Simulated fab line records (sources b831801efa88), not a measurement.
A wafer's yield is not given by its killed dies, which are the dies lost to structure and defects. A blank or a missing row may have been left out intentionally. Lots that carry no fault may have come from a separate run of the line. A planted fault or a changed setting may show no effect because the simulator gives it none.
Chamber matching	flow gf180mcu	GF_V2_CMP_26 on cmp-01: 4 sister chambers
The step polishes, stops on SiO2, t overpolish 15 s, target thk 0 nm. 4 wafers are shown with their chamber, then 7 later ones without.

== WAFERS, EACH WITH ITS CHAMBER ==
wafer	chamber	motor-current-A (A)
L563.3	2	11.1
L568.3	1	10.8
L569.3	0	11.6
L569.4	3	13.4

== WAFERS MISSING THEIR CHAMBER ==
wafer	motor-current-A (A)
L569.6	12.1
L571.2	11.4
L571.5	11.4
L571.6	12.0
L575.1	10.6
L575.2	11.4
L575.3	11.3

== THE CHAMBER EACH PASSED THROUGH ==
wafer	from the rows above	in truth
L569.6	can't be placed: 0 or 2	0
L571.2	can't be placed: 0 or 2 or 1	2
L571.5	can't be placed: 0 or 2 or 1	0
L571.6	can't be placed: 0 or 2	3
L575.1	can't be placed: 1 or 2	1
L575.2	can't be placed: 0 or 2 or 1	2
L575.3	can't be placed: 2 or 0 or 1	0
Correctly placed: 0 of 7. Not placeable from these rows: 7 (in 6, the candidates include the true chamber). 0 placed wrongly.
How it was worked out, from the rows above alone: a wafer's distance from a chamber is the root of the sum, over the readings, of the square of ((its reading less the chamber's mean) divided by the reading's scatter). The wafer belongs to the nearest chamber; if the next one is less than 2 further off, it can't be placed. A chamber's mean is the mean of its shown wafers. The scatter: with one shown wafer a chamber, the root of the mean of the squares of how far each hidden wafer lies from its nearest shown one.
